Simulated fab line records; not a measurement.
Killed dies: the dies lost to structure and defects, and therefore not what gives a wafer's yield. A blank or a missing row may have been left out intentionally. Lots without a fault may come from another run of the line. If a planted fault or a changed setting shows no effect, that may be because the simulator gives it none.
fab line records | flow sky130 | part 1 of 2: steps 1 to 30 of 42
record lots=5 | wafers=15 | last_day=49
route steps=708 shown VT_ADJUST_LVTN@113 VT_ADJUST_NCORE@119 VT_ADJUST_HVTR@131 VT_ADJUST_PCH@143 SONOS_TUNNEL@154
lots that met no fault: taken from a fault-free run of the same line
start_h: the number of hours between the record's first day and the start of the first shown wafer of the lot | wait_h: how many hours have passed since the lot's step before this one | " as in the row above | L1.1+2: one row covering several wafers at once | - value missing, or start not given | * or withheld: withheld | < > ~ a bound
route shown NAME@n: NAME is a module with steps in the file, n the number in the route of the first one | usual: average and standard deviation across the fault-free wafers | same: alike in all rows | chamber/n: place in a boat | sites: readings site by site | _std_site: standard deviation of those values | _edge_site: inner sites' mean taken away from outer sites' mean | radius_mm: how far each site lies from the wafer's centre | mask NAME#n: copy n | behind: the most recent tool/chamber to have shaped the wafer | hold: reason for holding the lot/hours on hold/outcome of the hold | device: which transistor (n, p or np) failed to switch | end of line: the route-end tests of the same wafers | a step without rows: its recipe alone | killed: not the wafer's yield, but the dies lost to structure and defects at the first sort | map: the dies of a wafer, with x for killed, . for not killed, _ for no die there
set.NAME: setting as actually run; set.NAME@STEP: the setting as run at that earlier step | model.NAME: the simulator's own value behind a step, which no gauge read
a table for each step, a row for each wafer; lots at some steps of the route
services: from which hour (start_h, from the record's first day; less than 0 if before it) a tool's chamber was out of use, for how many hours, and why
## steps
# step SKY_VT_ADJUST_LVTN_PEB_16
# recipe temp_c=withheld | time_s=* | resist=NOVOLAK
lot.wafer  | tool           | chamber | start_h | wait_h
L080.1+4+6 | litho_track-02 | 0       | -       | -
L087.1+4+5 | litho_track-02 | 0       | -       | -
L088.1+2+4 | litho_track-04 | 0       | -       | -
L089.1+2+4 | litho_track-02 | 0       | -       | -
L090.2+3+6 | litho_track-04 | 0       | -       | -
# step SKY_VT_ADJUST_LVTN_DEVELOP_17
# recipe resist=NOVOLAK | developer=TMAH | develop_time_s=60 | dev_temp_c=23
lot.wafer  | tool           | chamber | start_h | wait_h
L080.1+4+6 | litho_track-02 | 0       | 204.83  | 0.1
L087.1+4+5 | litho_track-02 | 0       | 248.23  | 0.1
L088.1+2+4 | litho_track-04 | 0       | 252.74  | 0.1
L089.1+2+4 | litho_track-02 | 0       | 264.18  | 0.1
L090.2+3+6 | litho_track-04 | 0       | 268.52  | 0.1
# step SKY_VT_ADJUST_LVTN_OVL_MEAS_18
# usual VT_ADJUST_LVTN_01_OVL=-0.3/1.5
lot.wafer | tool       | chamber | start_h | wait_h | VT_ADJUST_LVTN_01_OVL[nm]
L080.1    | overlay-01 | -       | 204.98  | 0.1    | -1.4
L080.4    | "          | -       | "       | "      | 0.2
L080.6    | "          | -       | "       | "      | -0.9
L087.1    | overlay-01 | -       | 248.38  | 0.1    | -0.4
L087.4    | "          | -       | "       | "      | -1.0
L087.5    | "          | -       | "       | "      | -1.5
L088.1    | overlay-01 | -       | 252.89  | 0.1    | -0.5
L088.2    | "          | -       | "       | "      | -1.4
L088.4    | "          | -       | "       | "      | -0.1
L089.1    | overlay-02 | -       | 264.33  | 0.1    | -2.5
L089.2    | "          | -       | "       | "      | -2.9
L089.4    | "          | -       | "       | "      | -0.4
L090.2    | overlay-01 | -       | 268.65  | 0.1    | 0.6
L090.3    | "          | -       | "       | "      | 0.2
L090.6    | "          | -       | "       | "      | 0.5
# step SKY_VT_ADJUST_LVTN_IMPLANT_19
# recipe species=B | energy_kev=30 | dose_cm2=6.5e+11 | tilt_deg=withheld
lot.wafer  | tool         | chamber | start_h | wait_h
L080.1+4+6 | implanter-02 | 0       | 205.01  | 0.0
L087.1+4+5 | implanter-02 | 0       | 248.41  | 0.0
L088.1+2+4 | implanter-03 | 0       | 252.93  | 0.0
L089.1+2+4 | implanter-01 | 0       | 264.36  | 0.0
L090.2+3+6 | implanter-02 | 0       | 268.70  | 0.0
# step SKY_VT_ADJUST_LVTN_STRIP_20
# recipe chemistry=O2/N2 | power_w=1400 | pressure_mtorr=1500 | platen_temp_c=withheld | o2_flow_sccm=3000 | n2_flow_sccm=300 | overash_fraction=0.5
# usual drypump_motor_current_A=6.0/0.41 | oes_product_au=0.716/0.0047 | strip_time_to_endpoint_s=14.19/0.05
lot.wafer | tool            | chamber | start_h | wait_h | drypump_motor_current_A | oes_product_au | rf_hours_counter_h | strip_time_to_endpoint_s
L080.1    | plasma_asher-01 | 1       | 205.16  | 0.1    | 5.7                     | 0.723          | 42                 | 14.26
L080.4    | "               | 0       | "       | "      | 6.7                     | 0.716          | -                  | 14.29
L080.6    | "               | 0       | "       | "      | 6.7                     | 0.717          | -                  | 14.27
L087.1    | plasma_asher-03 | 0       | 248.56  | 0.1    | 6.2                     | 0.722          | 11                 | 14.17
L087.4    | "               | 1       | "       | "      | 5.5                     | 0.721          | -                  | 14.13
L087.5    | "               | 0       | "       | "      | 6.1                     | 0.717          | -                  | 14.11
L088.1    | plasma_asher-03 | 1       | 253.08  | 0.1    | 5.5                     | 0.712          | 11                 | 14.18
L088.2    | "               | 0       | "       | "      | 6.2                     | 0.705          | 11                 | 14.18
L088.4    | "               | 0       | "       | "      | 6.1                     | 0.709          | -                  | 14.15
L089.1    | plasma_asher-01 | 0       | 264.51  | 0.1    | 6.7                     | 0.711          | 49                 | 14.23
L089.2    | "               | 1       | "       | "      | 5.7                     | 0.717          | 49                 | 14.22
L089.4    | "               | 0       | "       | "      | 6.7                     | 0.719          | -                  | 14.25
L090.2    | plasma_asher-04 | 1       | 268.83  | 0.1    | 6.4                     | 0.712          | 60                 | 14.22
L090.3    | "               | 1       | "       | "      | 6.4                     | 0.712          | -                  | 14.18
L090.6    | "               | 0       | "       | "      | 5.9                     | 0.718          | -                  | 14.18
# step SKY_VT_ADJUST_LVTN_TW_MEAS_21
# usual VT_ADJUST_LVTN_2_TW=189.4/3
lot.wafer | tool          | chamber | start_h | wait_h | VT_ADJUST_LVTN_2_TW
L080.1    | film_metro-04 | -       | 205.26  | 0.1    | 186.6
L080.4    | "             | -       | "       | "      | 186.6
L080.6    | "             | -       | "       | "      | 186.9
L087.1    | film_metro-04 | -       | 248.66  | 0.1    | 186.3
L087.4    | "             | -       | "       | "      | 187.2
L087.5    | "             | -       | "       | "      | 188.0
L088.1    | film_metro-04 | -       | 253.18  | 0.1    | 186.9
L088.2    | "             | -       | "       | "      | 187.6
L088.4    | "             | -       | "       | "      | 186.9
L089.1    | film_metro-04 | -       | 264.61  | 0.1    | 188.5
L089.2    | "             | -       | "       | "      | 189.0
L089.4    | "             | -       | "       | "      | 188.9
L090.2    | film_metro-04 | -       | 268.94  | 0.1    | 188.6
L090.3    | "             | -       | "       | "      | 187.0
L090.6    | "             | -       | "       | "      | 188.0
# step SKY_VT_ADJUST_NCORE_DEHYDRATE_00
# recipe temp_c=200 | time_s=60
# usual heater_power_total_W=160.37/0.12
lot.wafer | tool           | chamber | start_h | wait_h | heater_power_total_W
L080.1    | litho_track-03 | 0       | 215.75  | 10.5   | 160.36
L080.4    | "              | 0       | "       | "      | 160.41
L080.6    | "              | 0       | "       | "      | 160.17
L087.1    | litho_track-01 | 0       | 260.70  | 12.0   | 160.32
L087.4    | "              | 0       | "       | "      | 160.21
L087.5    | "              | 0       | "       | "      | 160.51
L088.1    | litho_track-04 | 0       | 264.69  | 11.5   | 160.36
L088.2    | "              | 0       | "       | "      | 160.41
L088.4    | "              | 0       | "       | "      | 160.33
L089.1    | litho_track-04 | 0       | 275.99  | 11.4   | 160.53
L089.2    | "              | 0       | "       | "      | 160.54
L089.4    | "              | 0       | "       | "      | 160.37
L090.2    | litho_track-04 | 0       | 280.12  | 11.2   | 160.29
L090.3    | "              | 0       | "       | "      | 160.25
L090.6    | "              | 0       | "       | "      | 160.29
# step SKY_VT_ADJUST_NCORE_HMDS_01
# recipe prime_time_s=60 | prime_temp_c=120
lot.wafer  | tool           | chamber | start_h | wait_h
L080.1+4+6 | litho_track-03 | 0       | 215.90  | 0.1
L087.1+4+5 | litho_track-01 | 0       | 260.85  | 0.1
L088.1+2+4 | litho_track-04 | 0       | 264.84  | 0.1
L089.1+2+4 | litho_track-04 | 0       | 276.14  | 0.1
L090.2+3+6 | litho_track-04 | 0       | 280.27  | 0.1
# step SKY_VT_ADJUST_NCORE_COAT_02
# recipe resist=NOVOLAK | spin_rpm=3000 | resist_thk_nm=1140
# usual dispense_pressure_kPa=50.5/2.2
lot.wafer | tool           | chamber | start_h | wait_h | dispense_pressure_kPa
L080.1    | litho_track-03 | 0       | 216.05  | 0.1    | 49.6
L080.4    | "              | 0       | "       | "      | 49.6
L080.6    | "              | 0       | "       | "      | 49.6
L087.1    | litho_track-01 | 0       | 261.00  | 0.1    | 54.2
L087.4    | "              | 0       | "       | "      | 54.2
L087.5    | "              | 0       | "       | "      | 54.2
L088.1    | litho_track-04 | 0       | 264.99  | 0.1    | 49.1
L088.2    | "              | 0       | "       | "      | 49.1
L088.4    | "              | 0       | "       | "      | 49.1
L089.1    | litho_track-04 | 0       | 276.29  | 0.1    | 49.1
L089.2    | "              | 0       | "       | "      | 49.2
L089.4    | "              | 0       | "       | "      | 49.2
L090.2    | litho_track-04 | 0       | 280.42  | 0.1    | 49.1
L090.3    | "              | 0       | "       | "      | 49.1
L090.6    | "              | 0       | "       | "      | 49.2
# step SKY_VT_ADJUST_NCORE_SOFTBAKE_03
# recipe temp_c=90 | time_s=60 | resist=NOVOLAK
# usual heater_power_total_W=56.59/0.046
lot.wafer | tool           | chamber | start_h | wait_h | heater_power_total_W
L080.1    | litho_track-03 | 0       | 216.20  | 0.1    | 56.56
L080.4    | "              | 0       | "       | "      | 56.54
L080.6    | "              | 0       | "       | "      | 56.66
L087.1    | litho_track-01 | 0       | 261.15  | 0.1    | 56.64
L087.4    | "              | 0       | "       | "      | 56.60
L087.5    | "              | 0       | "       | "      | 56.59
L088.1    | litho_track-04 | 0       | 265.14  | 0.1    | 56.56
L088.2    | "              | 0       | "       | "      | 56.56
L088.4    | "              | 0       | "       | "      | 56.61
L089.1    | litho_track-04 | 0       | 276.44  | 0.1    | 56.54
L089.2    | "              | 0       | "       | "      | 56.50
L089.4    | "              | 0       | "       | "      | 56.56
L090.2    | litho_track-04 | 0       | 280.57  | 0.1    | 56.64
L090.3    | "              | 0       | "       | "      | 56.55
L090.6    | "              | 0       | "       | "      | 56.60
# step SKY_VT_ADJUST_NCORE_EXPOSE_04
# recipe mask_id=LVTN_COMPLEMENT_THIN | na=0.6 | source_shape=conventional | sigma_outer=0.6 | polarization=unpolarized | target_cd_nm=380 | dose_mj=139
lot.wafer  | tool             | chamber | start_h | wait_h | mask
L080.1+4+6 | iline_stepper-01 | 0       | -       | -      | LVTN_COMPLEMENT_THIN#0
L087.1+4+5 | iline_stepper-02 | 0       | -       | -      | LVTN_COMPLEMENT_THIN#0
L088.1+2+4 | iline_stepper-01 | 0       | -       | -      | LVTN_COMPLEMENT_THIN#0
L089.1+2+4 | iline_stepper-02 | 0       | -       | -      | LVTN_COMPLEMENT_THIN#0
L090.2+3+6 | iline_stepper-01 | 0       | -       | -      | LVTN_COMPLEMENT_THIN#0
# step SKY_VT_ADJUST_NCORE_PEB_05
# recipe temp_c=withheld | time_s=* | resist=NOVOLAK
lot.wafer  | tool           | chamber | start_h | wait_h
L080.1+4+6 | litho_track-04 | 0       | -       | -
L087.1+4+5 | litho_track-03 | 0       | -       | -
L088.1+2+4 | litho_track-03 | 0       | -       | -
L089.1+2+4 | litho_track-03 | 0       | -       | -
L090.2+3+6 | litho_track-01 | 0       | -       | -
# step SKY_VT_ADJUST_NCORE_DEVELOP_06
# recipe resist=NOVOLAK | developer=TMAH | develop_time_s=60 | dev_temp_c=23
lot.wafer  | tool           | chamber | start_h | wait_h
L080.1+4+6 | litho_track-04 | 0       | 226.64  | 0.1
L087.1+4+5 | litho_track-03 | 0       | 272.20  | 0.1
L088.1+2+4 | litho_track-03 | 0       | 276.80  | 0.1
L089.1+2+4 | litho_track-03 | 0       | 288.80  | 0.1
L090.2+3+6 | litho_track-01 | 0       | 292.72  | 0.1
# step SKY_VT_ADJUST_NCORE_CD_MEAS_07
# recipe target_cd_nm=380
# usual cd_nm=380.5/2
lot.wafer | tool      | chamber | start_h | wait_h | cd_nm
L080.1    | cd_sem-02 | -       | 226.79  | 0.1    | 378.5
L080.4    | "         | -       | "       | "      | 379.1
L080.6    | "         | -       | "       | "      | 380.4
L087.1    | cd_sem-01 | -       | 272.35  | 0.1    | 384.7
L087.4    | "         | -       | "       | "      | 382.3
L087.5    | "         | -       | "       | "      | 382.1
L088.1    | cd_sem-01 | -       | 276.95  | 0.1    | 382.7
L088.2    | "         | -       | "       | "      | 381.0
L088.4    | "         | -       | "       | "      | 383.4
L089.1    | cd_sem-01 | -       | 288.99  | 0.2    | 380.3
L089.2    | "         | -       | "       | "      | 381.2
L089.4    | "         | -       | "       | "      | 380.5
L090.2    | cd_sem-02 | -       | 292.87  | 0.1    | 383.2
L090.3    | "         | -       | "       | "      | 382.1
L090.6    | "         | -       | "       | "      | 381.4
# step SKY_VT_ADJUST_NCORE_OVL_MEAS_08
# usual VT_ADJUST_NCORE_OVL=-0.5/1.4
lot.wafer | tool       | chamber | start_h | wait_h | VT_ADJUST_NCORE_OVL[nm]
L080.1    | overlay-02 | -       | 226.91  | 0.1    | -0.2
L080.4    | "          | -       | "       | "      | 0.4
L080.6    | "          | -       | "       | "      | -2.0
L087.1    | overlay-01 | -       | 272.47  | 0.1    | -0.4
L087.4    | "          | -       | "       | "      | -2.2
L087.5    | "          | -       | "       | "      | -1.2
L088.1    | overlay-01 | -       | 277.07  | 0.1    | -1.1
L088.2    | "          | -       | "       | "      | -2.2
L088.4    | "          | -       | "       | "      | 0.5
L089.1    | overlay-02 | -       | 289.11  | 0.1    | 0.3
L089.2    | "          | -       | "       | "      | -1.4
L089.4    | "          | -       | "       | "      | -0.3
L090.2    | overlay-01 | -       | 292.97  | 0.1    | 0.3
L090.3    | "          | -       | "       | "      | 0.9
L090.6    | "          | -       | "       | "      | -0.7
# step SKY_VT_ADJUST_NCORE_IMPLANT_09
# recipe species=B | energy_kev=10 | dose_cm2=2.4e+12 | tilt_deg=withheld
lot.wafer  | tool         | chamber | start_h | wait_h
L080.1+4+6 | implanter-02 | 0       | 226.95  | 0.0
L087.1+4+5 | implanter-03 | 0       | 272.51  | 0.0
L088.1+2+4 | implanter-02 | 0       | 277.11  | 0.0
L089.1+2+4 | implanter-02 | 0       | 289.15  | 0.0
L090.2+3+6 | implanter-03 | 0       | 293.03  | 0.0
# step SKY_VT_ADJUST_NCORE_STRIP_10
# recipe chemistry=O2/N2 | power_w=1400 | pressure_mtorr=1500 | platen_temp_c=withheld | o2_flow_sccm=3000 | n2_flow_sccm=300 | overash_fraction=0.5
# usual drypump_motor_current_A=5.9/0.39 | oes_product_au=0.716/0.0043 | strip_time_to_endpoint_s=14.20/0.048
lot.wafer | tool            | chamber | start_h | wait_h | drypump_motor_current_A | oes_product_au | rf_hours_counter_h | strip_time_to_endpoint_s
L080.1    | plasma_asher-03 | 0       | 227.10  | 0.1    | 6.1                     | 0.710          | 9                  | 14.25
L080.4    | "               | 1       | "       | "      | 5.5                     | 0.714          | -                  | 14.27
L080.6    | "               | 1       | "       | "      | 5.5                     | 0.725          | -                  | 14.23
L087.1    | plasma_asher-04 | 1       | 272.66  | 0.1    | 6.4                     | 0.722          | 61                 | 14.11
L087.4    | "               | 0       | "       | "      | 5.9                     | 0.710          | -                  | 14.10
L087.5    | "               | 0       | "       | "      | 5.9                     | 0.711          | -                  | 14.11
L088.1    | plasma_asher-02 | 0       | 277.26  | 0.1    | 5.4                     | 0.711          | 52                 | 14.26
L088.2    | "               | 1       | "       | "      | 6.3                     | 0.714          | 52                 | 14.28
L088.4    | "               | 0       | "       | "      | 5.3                     | 0.717          | -                  | 14.27
L089.1    | plasma_asher-04 | 1       | 289.30  | 0.1    | 6.4                     | 0.715          | 62                 | 14.26
L089.2    | "               | 0       | "       | "      | 5.9                     | 0.720          | 62                 | 14.31
L089.4    | "               | 0       | "       | "      | 5.9                     | 0.715          | -                  | 14.28
L090.2    | plasma_asher-02 | 0       | 293.15  | 0.1    | 5.4                     | 0.720          | 53                 | 14.17
L090.3    | "               | 1       | "       | "      | 6.2                     | 0.718          | -                  | 14.21
L090.6    | "               | 1       | "       | "      | 6.2                     | 0.710          | -                  | 14.20
# step SKY_VT_ADJUST_NCORE_TW_MEAS_11
# usual VT_ADJUST_NCORE_TW=221.2/2.4
lot.wafer | tool          | chamber | start_h | wait_h | VT_ADJUST_NCORE_TW
L080.1    | film_metro-01 | -       | 227.20  | 0.1    | 225.7
L080.4    | "             | -       | "       | "      | 226.6
L080.6    | "             | -       | "       | "      | 224.7
L087.1    | film_metro-01 | -       | 272.76  | 0.1    | 225.3
L087.4    | "             | -       | "       | "      | 225.0
L087.5    | "             | -       | "       | "      | 225.0
L088.1    | film_metro-03 | -       | 277.36  | 0.1    | 219.8
L088.2    | "             | -       | "       | "      | 220.1
L088.4    | "             | -       | "       | "      | 219.1
L089.1    | film_metro-02 | -       | 289.40  | 0.1    | 219.2
L089.2    | "             | -       | "       | "      | 220.4
L089.4    | "             | -       | "       | "      | 220.6
L090.2    | film_metro-02 | -       | 293.26  | 0.1    | 219.0
L090.3    | "             | -       | "       | "      | 219.7
L090.6    | "             | -       | "       | "      | 220.2
# step SKY_VT_ADJUST_HVTR_DEHYDRATE_00
# recipe temp_c=200 | time_s=60
# usual heater_power_total_W=160.36/0.12
lot.wafer | tool           | chamber | start_h | wait_h | heater_power_total_W
L080.1    | litho_track-01 | 0       | 238.55  | 11.3   | 160.49
L080.4    | "              | 0       | "       | "      | 160.34
L080.6    | "              | 0       | "       | "      | 160.30
L087.1    | litho_track-01 | 0       | 284.90  | 12.1   | 160.32
L087.4    | "              | 0       | "       | "      | 160.48
L087.5    | "              | 0       | "       | "      | 160.18
L088.1    | litho_track-03 | 0       | 288.95  | 11.6   | 160.23
L088.2    | "              | 0       | "       | "      | 160.63
L088.4    | "              | 0       | "       | "      | 160.42
L089.1    | litho_track-03 | 0       | 300.45  | 11.0   | 160.32
L089.2    | "              | 0       | "       | "      | 160.19
L089.4    | "              | 0       | "       | "      | 160.24
L090.2    | litho_track-02 | 0       | 305.25  | 12.0   | 160.48
L090.3    | "              | 0       | "       | "      | 160.42
L090.6    | "              | 0       | "       | "      | 160.27
# step SKY_VT_ADJUST_HVTR_HMDS_01
# recipe prime_time_s=60 | prime_temp_c=120
lot.wafer  | tool           | chamber | start_h | wait_h
L080.1+4+6 | litho_track-01 | 0       | 238.70  | 0.1
L087.1+4+5 | litho_track-01 | 0       | 285.05  | 0.1
L088.1+2+4 | litho_track-03 | 0       | 289.10  | 0.1
L089.1+2+4 | litho_track-03 | 0       | 300.60  | 0.1
L090.2+3+6 | litho_track-02 | 0       | 305.40  | 0.1
# step SKY_VT_ADJUST_HVTR_COAT_02
# recipe resist=NOVOLAK | spin_rpm=3000 | resist_thk_nm=1140
# usual dispense_pressure_kPa=53.0/3
lot.wafer | tool           | chamber | start_h | wait_h | dispense_pressure_kPa
L080.1    | litho_track-01 | 0       | 238.85  | 0.1    | 54.2
L080.4    | "              | 0       | "       | "      | 54.2
L080.6    | "              | 0       | "       | "      | 54.2
L087.1    | litho_track-01 | 0       | 285.20  | 0.1    | 54.2
L087.4    | "              | 0       | "       | "      | 54.1
L087.5    | "              | 0       | "       | "      | 54.2
L088.1    | litho_track-03 | 0       | 289.25  | 0.1    | 49.6
L088.2    | "              | 0       | "       | "      | 49.6
L088.4    | "              | 0       | "       | "      | 49.6
L089.1    | litho_track-03 | 0       | 300.75  | 0.1    | 49.6
L089.2    | "              | 0       | "       | "      | 49.6
L089.4    | "              | 0       | "       | "      | 49.6
L090.2    | litho_track-02 | 0       | 305.55  | 0.1    | 56.5
L090.3    | "              | 0       | "       | "      | 56.5
L090.6    | "              | 0       | "       | "      | 56.5
# step SKY_VT_ADJUST_HVTR_SOFTBAKE_03
# recipe temp_c=90 | time_s=60 | resist=NOVOLAK
# usual heater_power_total_W=56.59/0.045
lot.wafer | tool           | chamber | start_h | wait_h | heater_power_total_W
L080.1    | litho_track-01 | 0       | 239.00  | 0.1    | 56.57
L080.4    | "              | 0       | "       | "      | 56.60
L080.6    | "              | 0       | "       | "      | 56.61
L087.1    | litho_track-01 | 0       | 285.35  | 0.1    | 56.56
L087.4    | "              | 0       | "       | "      | 56.66
L087.5    | "              | 0       | "       | "      | 56.55
L088.1    | litho_track-03 | 0       | 289.40  | 0.1    | 56.63
L088.2    | "              | 0       | "       | "      | 56.62
L088.4    | "              | 0       | "       | "      | 56.58
L089.1    | litho_track-03 | 0       | 300.90  | 0.1    | 56.61
L089.2    | "              | 0       | "       | "      | 56.54
L089.4    | "              | 0       | "       | "      | 56.62
L090.2    | litho_track-02 | 0       | 305.70  | 0.1    | 56.61
L090.3    | "              | 0       | "       | "      | 56.54
L090.6    | "              | 0       | "       | "      | 56.63
# step SKY_VT_ADJUST_HVTR_EXPOSE_04
# recipe mask_id=HVTRM | target_cd_nm=380 | na=0.6 | source_shape=conventional | sigma_outer=0.6 | dose_mj=150
lot.wafer  | tool             | chamber | start_h | wait_h | mask
L080.1+4+6 | iline_stepper-01 | 0       | -       | -      | HVTRM#0
L087.1+4+5 | iline_stepper-01 | 0       | -       | -      | HVTRM#0
L088.1+2+4 | iline_stepper-02 | 0       | -       | -      | HVTRM#0
L089.1+2+4 | iline_stepper-01 | 0       | -       | -      | HVTRM#0
L090.2+3+6 | iline_stepper-01 | 0       | -       | -      | HVTRM#0
# step SKY_VT_ADJUST_HVTR_PEB_05
# recipe temp_c=withheld | time_s=* | resist=NOVOLAK
lot.wafer  | tool           | chamber | start_h | wait_h
L080.1+4+6 | litho_track-03 | 0       | -       | -
L087.1+4+5 | litho_track-01 | 0       | -       | -
L088.1+2+4 | litho_track-03 | 0       | -       | -
L089.1+2+4 | litho_track-03 | 0       | -       | -
L090.2+3+6 | litho_track-01 | 0       | -       | -
# step SKY_VT_ADJUST_HVTR_DEVELOP_06
# recipe develop_time_s=60 | dev_temp_c=23
lot.wafer  | tool           | chamber | start_h | wait_h
L080.1+4+6 | litho_track-03 | 0       | 249.50  | 0.1
L087.1+4+5 | litho_track-01 | 0       | 297.15  | 0.1
L088.1+2+4 | litho_track-03 | 0       | 301.80  | 0.1
L089.1+2+4 | litho_track-03 | 0       | 314.00  | 0.1
L090.2+3+6 | litho_track-01 | 0       | 318.57  | 0.1
# step SKY_VT_ADJUST_HVTR_CD_MEAS_07
# recipe target_cd_nm=380
# usual cd_nm=379.4/2.5
lot.wafer | tool      | chamber | start_h | wait_h | cd_nm
L080.1    | cd_sem-02 | -       | 249.65  | 0.1    | 374.8
L080.4    | "         | -       | "       | "      | 374.0
L080.6    | "         | -       | "       | "      | 374.4
L087.1    | cd_sem-01 | -       | 297.30  | 0.1    | 378.8
L087.4    | "         | -       | "       | "      | 382.3
L087.5    | "         | -       | "       | "      | 379.5
L088.1    | cd_sem-01 | -       | 301.95  | 0.1    | 380.5
L088.2    | "         | -       | "       | "      | 378.7
L088.4    | "         | -       | "       | "      | 380.3
L089.1    | cd_sem-01 | -       | 314.15  | 0.1    | 380.2
L089.2    | "         | -       | "       | "      | 378.6
L089.4    | "         | -       | "       | "      | 377.6
L090.2    | cd_sem-02 | -       | 318.72  | 0.1    | 383.2
L090.3    | "         | -       | "       | "      | 382.6
L090.6    | "         | -       | "       | "      | 380.8
# step SKY_VT_ADJUST_HVTR_OVL_MEAS_08
# usual VT_ADJUST_HVTR_OVL=-0.2/1.3
lot.wafer | tool       | chamber | start_h | wait_h | VT_ADJUST_HVTR_OVL[nm]
L080.1    | overlay-02 | -       | 249.77  | 0.1    | 2.2
L080.4    | "          | -       | "       | "      | 1.4
L080.6    | "          | -       | "       | "      | 0.8
L087.1    | overlay-02 | -       | 297.42  | 0.1    | 1.1
L087.4    | "          | -       | "       | "      | 0.2
L087.5    | "          | -       | "       | "      | 0.5
L088.1    | overlay-01 | -       | 302.07  | 0.1    | 0.0
L088.2    | "          | -       | "       | "      | -0.2
L088.4    | "          | -       | "       | "      | 0.4
L089.1    | overlay-02 | -       | 314.27  | 0.1    | 0.1
L089.2    | "          | -       | "       | "      | -0.2
L089.4    | "          | -       | "       | "      | -0.5
L090.2    | overlay-01 | -       | 318.82  | 0.1    | -1.0
L090.3    | "          | -       | "       | "      | -0.7
L090.6    | "          | -       | "       | "      | -1.5
# step SKY_VT_ADJUST_HVTR_IMPLANT_09
# recipe species=B | energy_kev=10 | dose_cm2=2.1e+12 | tilt_deg=withheld
lot.wafer  | tool         | chamber | start_h | wait_h
L080.1+4+6 | implanter-04 | 0       | 249.81  | 0.0
L087.1+4+5 | implanter-03 | 0       | 297.45  | 0.0
L088.1+2+4 | implanter-04 | 0       | 302.11  | 0.0
L089.1+2+4 | implanter-03 | 0       | 314.31  | 0.0
L090.2+3+6 | implanter-01 | 0       | 318.88  | 0.0
# step SKY_VT_ADJUST_HVTR_STRIP_10
# recipe chemistry=O2/N2 | power_w=1400 | pressure_mtorr=1500 | platen_temp_c=withheld | o2_flow_sccm=3000 | n2_flow_sccm=300 | overash_fraction=0.5
# usual drypump_motor_current_A=5.9/0.47 | oes_product_au=0.715/0.004 | strip_time_to_endpoint_s=14.18/0.038
lot.wafer | tool            | chamber | start_h | wait_h | drypump_motor_current_A | oes_product_au | rf_hours_counter_h | strip_time_to_endpoint_s
L080.1    | plasma_asher-01 | 0       | 249.96  | 0.1    | 6.7                     | 0.716          | 48                 | 14.15
L080.4    | "               | 0       | "       | "      | 6.7                     | 0.716          | -                  | 14.14
L080.6    | "               | 0       | "       | "      | 6.7                     | 0.712          | -                  | 14.24
L087.1    | plasma_asher-03 | 1       | 297.60  | 0.1    | 5.5                     | 0.716          | 15                 | 14.15
L087.4    | "               | 1       | "       | "      | 5.5                     | 0.715          | -                  | 14.13
L087.5    | "               | 1       | "       | "      | 5.5                     | 0.719          | -                  | 14.12
L088.1    | plasma_asher-01 | 0       | 302.26  | 0.1    | 6.7                     | 0.723          | 53                 | 14.19
L088.2    | "               | 1       | "       | "      | 5.7                     | 0.721          | 53                 | 14.18
L088.4    | "               | 0       | "       | "      | 6.7                     | 0.717          | -                  | 14.19
L089.1    | plasma_asher-01 | 0       | 314.46  | 0.1    | 6.7                     | 0.717          | 54                 | 14.23
L089.2    | "               | 1       | "       | "      | 5.7                     | 0.717          | 54                 | 14.20
L089.4    | "               | 0       | "       | "      | 6.7                     | 0.711          | -                  | 14.22
L090.2    | plasma_asher-03 | 1       | 319.00  | 0.1    | 5.5                     | 0.708          | 17                 | 14.16
L090.3    | "               | 0       | "       | "      | 6.1                     | 0.718          | -                  | 14.23
L090.6    | "               | 1       | "       | "      | 5.5                     | 0.717          | -                  | 14.21
# step SKY_VT_ADJUST_HVTR_TW_MEAS_11
# usual VT_ADJUST_HVTR_TW=212/3.6
lot.wafer | tool          | chamber | start_h | wait_h | VT_ADJUST_HVTR_TW
L080.1    | film_metro-04 | -       | 250.06  | 0.1    | 209
L080.4    | "             | -       | "       | "      | 210
L080.6    | "             | -       | "       | "      | 209
L087.1    | film_metro-04 | -       | 297.70  | 0.1    | 208
L087.4    | "             | -       | "       | "      | 208
L087.5    | "             | -       | "       | "      | 207
L088.1    | film_metro-04 | -       | 302.36  | 0.1    | 208
L088.2    | "             | -       | "       | "      | 208
L088.4    | "             | -       | "       | "      | 207
L089.1    | film_metro-04 | -       | 314.56  | 0.1    | 208
L089.2    | "             | -       | "       | "      | 208
L089.4    | "             | -       | "       | "      | 208
L090.2    | film_metro-04 | -       | 319.11  | 0.1    | 209
L090.3    | "             | -       | "       | "      | 207
L090.6    | "             | -       | "       | "      | 208
